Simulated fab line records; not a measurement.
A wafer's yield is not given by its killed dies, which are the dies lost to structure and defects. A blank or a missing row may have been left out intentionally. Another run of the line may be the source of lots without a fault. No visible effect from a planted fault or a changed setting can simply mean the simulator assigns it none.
fab line records ; flow sky130
[record] lots = 6; wafers = 18; last-day = 50
route steps=708 shown LDD_N@237 PAD_OPEN@708
lots that met no fault: from a run of the same line without faults
start-h: start of the lot's first displayed wafer, in hours after the record's first day ; wait-h: hours from the lot's prior step to this one ; " the same as in the row above ; L1.1+2: several wafers, shown together as one row ; - no value present, or no start provided ; * or withheld: withheld ; < > ~ a bound
route shown NAME@n: NAME is a module with steps in the file, n the number in the route of the first one ; usual: average and standard deviation across the fault-free wafers ; same: alike in all rows ; chamber/n: place in a boat ; sites: each site's reading ; _std_site: standard deviation across them ; _edge_site: the outer-site mean with the inner-site mean subtracted ; radius-mm: how far each site lies from the wafer's centre ; mask NAME#n: copy n ; behind: tool/chamber where the wafer was last shaped ; hold: what put the lot on hold/how long, in hours/how the hold closed ; device: the transistor (n, p or np) that didn't switch ; end of line: at the end of the route, the tests of the same wafers ; a step without rows: its recipe alone ; killed: the dies lost at the first sort to structure and to defects; this is not the yield of the wafer ; map: a wafer's dies, x killed, . not, _ none there
set.NAME: the run value of the setting; set.NAME@STEP: its run value at that earlier step ; model.NAME: the simulator's own value behind a step, which no gauge read
lots at some steps of the route; a table a step, a row a wafer
services: from which hour (start-h, from the record's first day; less than 0 if before it) a tool's chamber was out of use, for how many hours, and why
[[steps]]
[step SKY_LDD_N_DEHYDRATE_00]
[recipe] temp-c = 200; time-s = 60
[step SKY_LDD_N_HMDS_01]
[recipe] prime-time-s = 60; prime-temp-c = 120
[step SKY_LDD_N_COAT_02]
[recipe] resist = NOVOLAK; spin-rpm = 3000; resist-thk-nm = 300
[step SKY_LDD_N_SOFTBAKE_03]
[recipe] temp-c = 90; time-s = 60; resist = NOVOLAK
[step SKY_LDD_N_EXPOSE_04]
[recipe] mask-id = NTM; target-cd-nm = 840; na = 0.6; source-shape = conventional; sigma-outer = 0.6; dose-mj = 110
[step SKY_LDD_N_PEB_05]
[recipe] temp-c = withheld; time-s = *; resist = NOVOLAK
[step SKY_LDD_N_DEVELOP_06]
[recipe] develop-time-s = 60; dev-temp-c = 23
[step SKY_LDD_N_OVL_MEAS_07]
[usual] LDD_N_OVL = -0.3/1.4
lot.wafer;tool;chamber;start-h;wait-h;LDD_N_OVL[nm]
L102.1;overlay-02;-;418.77;0.1;-0.6
L102.2;overlay-02;-;418.77;0.1;-2.2
L102.6;overlay-02;-;418.77;0.1;-0.4
L105.2;overlay-02;-;461.81;0.1;-2.7
L105.4;overlay-02;-;461.81;0.1;-1.5
L105.6;overlay-02;-;461.81;0.1;-2.7
L116.1;overlay-01;-;552.56;0.1;1.4
L116.2;overlay-01;-;552.56;0.1;1.0
L116.5;overlay-01;-;552.56;0.1;4.0
L118.2;overlay-02;-;559.01;0.1;-0.4
L118.3;overlay-02;-;559.01;0.1;-1.5
L118.4;overlay-02;-;559.01;0.1;-1.5
L121.1;overlay-02;-;579.45;0.1;-1.4
L121.3;overlay-02;-;579.45;0.1;-0.5
L121.5;overlay-02;-;579.45;0.1;-0.7
L122.2;overlay-02;-;598.56;0.1;0.3
L122.5;overlay-02;-;598.56;0.1;0.0
L122.6;overlay-02;-;598.56;0.1;0.1
[step SKY_LDD_N_IMPLANT_08]
[recipe] species = As; energy-kev = 20; dose-cm2 = 7.5e+13; tilt-deg = withheld; rotation-deg = 23
[step SKY_LDD_N_IMPLANT_09]
[recipe] species = As; energy-kev = 20; dose-cm2 = 7.5e+13; tilt-deg = withheld; rotation-deg = 113
[step SKY_LDD_N_IMPLANT_10]
[recipe] species = As; energy-kev = 20; dose-cm2 = 7.5e+13; tilt-deg = withheld; rotation-deg = 203
[step SKY_LDD_N_IMPLANT_11]
[recipe] species = As; energy-kev = 20; dose-cm2 = 7.5e+13; tilt-deg = withheld; rotation-deg = 293
[step SKY_LDD_N_IMPLANT_12]
[recipe] species = BF2; energy-kev = 50; dose-cm2 = 5e+12; tilt-deg = 30; rotation-deg = 0
[usual] beam-energy-keV = 50.001/0.015; beam-on-s = 10.03/0.2; tilt-deg = 29.998/0.021
lot.wafer;tool;chamber;start-h;wait-h;beam-energy-keV;beam-on-s;tilt-deg
L102.1;implanter-01;0;419.41;0.1;50.002;10.12;29.997
L102.2;implanter-01;0;419.41;0.1;49.991;9.97;30.026
L102.6;implanter-01;0;419.41;0.1;50.019;10.23;29.993
L105.2;implanter-01;0;462.46;0.1;49.992;10.46;30.015
L105.4;implanter-01;0;462.46;0.1;50.027;10.14;30.013
L105.6;implanter-01;0;462.46;0.1;50.009;10.16;30.014
L116.1;implanter-01;0;553.19;0.1;49.992;10.15;-0.015
L116.2;implanter-01;0;553.19;0.1;49.988;9.93;-0.001
L116.5;implanter-01;0;553.19;0.1;49.977;10.14;-0.020
L118.2;implanter-01;0;559.66;0.1;50.009;10.14;-0.023
L118.3;implanter-01;0;559.66;0.1;49.994;10.11;-0.019
L118.4;implanter-01;0;559.66;0.1;50.012;9.65;0.006
L121.1;implanter-04;0;580.09;0.1;50.000;10.08;30.017
L121.3;implanter-04;0;580.09;0.1;49.977;9.97;30.045
L121.5;implanter-04;0;580.09;0.1;49.963;10.20;30.024
L122.2;implanter-03;0;599.21;0.1;49.993;9.93;30.027
L122.5;implanter-03;0;599.21;0.1;50.014;10.25;29.971
L122.6;implanter-03;0;599.21;0.1;50.023;9.85;30.005
[step SKY_LDD_N_IMPLANT_13]
[recipe] species = BF2; energy-kev = 50; dose-cm2 = 5e+12; tilt-deg = 30; rotation-deg = 90
[step SKY_PAD_OPEN_PROBE_99]
[usual] killed_at_M0_to_M3 = 42/7.1; killed_at_M4_up = 3.3/1.9; killed-at-contacts = 24/5; killed-at-front-end = 15/4.7; killed-at-other = 0.3/0.61; killed-dies = 86/9.6; killed-open = 47/7.5; killed-short = 38/6.6
[same] gross-dies = 492; killed-at-back-side = 0
lot.wafer;tool;chamber;start-h;wait-h;killed_at_M0_to_M3;killed_at_M4_up;killed-at-contacts;killed-at-front-end;killed-at-other;killed-dies;killed-open;killed-short;model.etest.nfet_01v8_lvt.vt-sat-v;model.etest.nfet_01v8.vt-sat-v;model.etest.sram-nfet-pass.vt-sat-v;model.etest.nfet_01v8_swapped.vt-sat-v
L102.1;prober-02;-;1087.35;0.1;40;3;27;9;0;79;47;32;0.527;0.6345;0.5682;0.6395
L102.2;prober-02;-;1087.40;0.1;38;2;18;10;0;68;29;39;0.5202;0.6386;0.5641;0.6364
L102.6;prober-02;-;1087.60;0.2;46;3;34;16;0;99;56;43;0.5413;0.6536;0.5728;0.6511
L105.2;prober-01;-;1115.09;0.1;50;4;16;8;0;78;50;28;0.5394;0.6496;0.5582;0.6479
L105.4;prober-01;-;1115.19;0.2;61;2;19;13;1;96;56;40;0.5322;0.6506;0.5874;0.6499
L105.6;prober-01;-;1115.29;0.2;41;3;33;10;0;87;46;41;0.5415;0.6531;0.5527;0.6524
L116.1;prober-01;-;1174.27;0.1;35;5;18;14;0;72;30;41;0.4815;0.6044;0.5244;0.6602
L116.2;prober-01;-;1174.32;0.1;44;3;21;24;0;92;49;42;0.4871;0.6065;0.5267;0.666
L116.5;prober-01;-;1174.47;0.2;26;2;26;17;0;71;38;33;0.4845;0.6107;0.5235;0.6726
L118.2;prober-02;-;1179.30;0.1;43;3;21;23;0;90;51;39;0.4803;0.6015;0.5486;0.6556
L118.3;prober-02;-;1179.35;0.2;60;3;27;14;0;104;69;35;0.4927;0.6068;0.5113;0.6627
L118.4;prober-02;-;1179.40;0.2;39;0;35;24;1;99;55;44;0.4886;0.6077;0.5388;0.661
L121.1;prober-01;-;1187.08;0.1;35;5;22;11;0;73;36;37;0.5314;0.6434;0.5838;0.6451
L121.3;prober-01;-;1187.18;0.2;45;7;20;12;0;84;44;40;0.5305;0.6429;0.5647;0.6442
L121.5;prober-01;-;1187.28;0.2;28;3;16;13;0;60;29;31;0.529;0.6422;0.5592;0.6461
L122.2;prober-02;-;1198.18;0.1;39;3;27;21;3;93;51;39;0.5332;0.6398;0.5506;0.6423
L122.5;prober-02;-;1198.33;0.2;43;5;17;20;1;86;33;52;0.5242;0.6321;0.5455;0.6359
L122.6;prober-02;-;1198.38;0.2;40;7;21;26;2;96;49;45;0.53;0.6397;0.5701;0.6369
// killed by level:class
L102.1 LI_CONTACT:geometric-particle:open=11 VIA2:geometric-particle:open=9 CONTACT:geometric-particle:open=8 METAL2:geometric-particle:short=7 CONTACT:geometric-particle:short=6 VIA1:geometric-particle:open=5 METAL1:geometric-particle:short=4 VIA2:geometric-particle:short=4
L102.2 METAL2:geometric-particle:short=7 CONTACT:geometric-particle:open=7 VIA1:geometric-particle:open=6 VIA1:geometric-particle:short=6 LI_CONTACT:geometric-particle:open=5 FIELD_ISO:geometric-particle:open=4 METAL1:geometric-particle:short=4 VIA3:geometric-particle:short=4
L102.6 CONTACT:geometric-particle:open=16 VIA1:geometric-particle:open=12 METAL2:geometric-particle:short=11 FIELD_ISO:geometric-particle:open=6 LI_CONTACT:geometric-particle:open=5 LOCAL_INTERCONNECT:geometric-particle:short=5 VIA2:geometric-particle:short=5 METAL1:geometric-particle:short=4
L105.2 VIA2:geometric-particle:open=10 VIA1:geometric-particle:open=10 CONTACT:geometric-particle:open=8 VIA3:geometric-particle:open=8 VIA2:geometric-particle:short=5 METAL1:geometric-particle:short=4 METAL3:geometric-particle:short=4 LI_CONTACT:geometric-particle:open=3
L105.4 VIA1:geometric-particle:open=15 VIA2:geometric-particle:open=10 CONTACT:geometric-particle:open=9 VIA3:geometric-particle:open=9 METAL2:geometric-particle:short=6 METAL1:geometric-particle:short=5 VIA1:geometric-particle:short=5 LOCAL_INTERCONNECT:geometric-particle:short=4
L105.6 CONTACT:geometric-particle:open=14 VIA1:geometric-particle:open=9 VIA2:geometric-particle:open=7 METAL3:geometric-particle:short=7 LI_CONTACT:geometric-particle:open=6 CONTACT:geometric-particle:short=6 LOCAL_INTERCONNECT:geometric-particle:short=4 METAL1:geometric-particle:open=4
L116.1 FIELD_ISO:geometric-particle:short=7 VIA1:geometric-particle:open=7 CONTACT:geometric-particle:open=7 LOCAL_INTERCONNECT:geometric-particle:short=5 VIA2:geometric-particle:open=5 VIA1:geometric-particle:short=4 METAL2:geometric-particle:short=4 METAL1:geometric-particle:short=3
L116.2 CONTACT:geometric-particle:open=9 VIA2:geometric-particle:open=8 FIELD_ISO:geometric-particle:open=7 FIELD_ISO:geometric-particle:short=7 VIA2:geometric-particle:short=7 VIA1:geometric-particle:open=7 METAL1:geometric-particle:short=6 LI_CONTACT:geometric-particle:open=5
L116.5 CONTACT:geometric-particle:open=10 LOCAL_INTERCONNECT:geometric-particle:short=6 LI_CONTACT:geometric-particle:open=5 METAL1:geometric-particle:short=5 FIELD_ISO:geometric-particle:short=4 FIELD_ISO:geometric-particle:open=4 VIA2:geometric-particle:open=4 POLY_GATE:geometric-particle:open=3
L118.2 VIA1:geometric-particle:open=10 VIA3:geometric-particle:open=10 CONTACT:geometric-particle:open=8 FIELD_ISO:geometric-particle:open=7 POLY_GATE:geometric-particle:open=5 POLY_GATE:geometric-particle:short=5 METAL2:geometric-particle:short=5 VIA1:geometric-particle:short=5
L118.3 VIA1:geometric-particle:open=16 CONTACT:geometric-particle:open=11 LI_CONTACT:geometric-particle:open=9 VIA3:geometric-particle:open=9 VIA2:geometric-particle:open=7 METAL2:geometric-particle:short=6 FIELD_ISO:geometric-particle:open=4 LI_CONTACT:geometric-particle:short=4
L118.4 LI_CONTACT:geometric-particle:open=11 CONTACT:geometric-particle:open=9 METAL2:geometric-particle:short=9 VIA1:geometric-particle:open=7 CONTACT:geometric-particle:short=6 POLY_GATE:geometric-particle:open=5 LI_CONTACT:geometric-particle:short=5 METAL1:geometric-particle:short=5
L121.1 CONTACT:geometric-particle:open=11 METAL1:geometric-particle:short=8 LI_CONTACT:geometric-particle:open=6 VIA1:geometric-particle:open=6 VIA1:geometric-particle:short=5 METAL4:geometric-particle:short=5 METAL2:geometric-particle:short=5 VIA2:geometric-particle:open=4
L121.3 VIA1:geometric-particle:open=10 METAL4:geometric-particle:short=6 LI_CONTACT:geometric-particle:open=6 CONTACT:geometric-particle:open=5 VIA1:geometric-particle:short=5 METAL2:geometric-particle:short=5 VIA2:geometric-particle:short=5 VIA2:geometric-particle:open=5
L121.5 LI_CONTACT:geometric-particle:open=7 CONTACT:geometric-particle:open=6 VIA3:geometric-particle:open=5 POLY_GATE:geometric-particle:short=4 VIA1:geometric-particle:open=4 METAL2:geometric-particle:short=4 METAL3:geometric-particle:short=4 POLY_GATE:geometric-particle:open=3
L122.2 CONTACT:geometric-particle:open=10 LI_CONTACT:geometric-particle:open=7 VIA2:geometric-particle:open=7 VIA3:geometric-particle:open=7 POLY_GATE:geometric-particle:short=6 METAL2:geometric-particle:short=6 FIELD_ISO:geometric-particle:open=5 POLY_GATE:geometric-particle:open=5
L122.5 VIA1:geometric-particle:short=8 FIELD_ISO:geometric-particle:short=7 METAL1:geometric-particle:short=7 VIA2:geometric-particle:open=7 POLY_GATE:geometric-particle:short=6 POLY_GATE:geometric-particle:open=6 CONTACT:geometric-particle:short=5 VIA3:geometric-particle:open=5
L122.6 LI_CONTACT:geometric-particle:open=9 POLY_GATE:geometric-particle:short=8 POLY_GATE:geometric-particle:open=8 VIA2:geometric-particle:open=8 VIA1:geometric-particle:open=7 FIELD_ISO:geometric-particle:short=5 METAL1:geometric-particle:short=5 METAL2:geometric-particle:short=5
[[services]]
tool;chamber;start-h;hours;kind
implanter-04;-;415.19;12.2;pm
implanter-04;-;427.80;2.4;repair
implanter-03;-;430.63;1.1;repair
implanter-04;-;444.88;1.0;repair
implanter-03;-;463.14;6.4;pm
implanter-03;-;488.95;31.2;pm
implanter-03;-;586.35;3.5;repair
[[key]]
[first-sign] step = SKY_LDD_N_IMPLANT_12; reading = tilt-deg; direction = down; sigmas = 99+; usual = *; struck = *
effect none on later readings
[model-effect] step = SKY_PAD_OPEN_PROBE_99; value = etest.nfet_01v8_lvt.vt-sat-v; without = 0.5267; struck = 0.4858
met-at SKY_LDD_N_IMPLANT_12
struck-wafers L116.1,L116.2,L116.5,L118.2,L118.3,L118.4
tester-left-out L116,L118
onset-between 462.46 553.19
[fault] kind = process-parameter-drift; tool = implanter-01; chamber = -; onset-h = 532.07; steps = SKY_LDD_N_IMPLANT_12; channel = tilt-deg; offset = *; shape = step; end-h = 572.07; acts-in = *; stated = *
// tester-left-out: of these lots the tester's yield and bins aren't shown, on N5 and GAA mostly nor the transistor test; their killed dies are dies lost to structure and defects alone, not to doping, threshold or leakage, so they don't give the yield
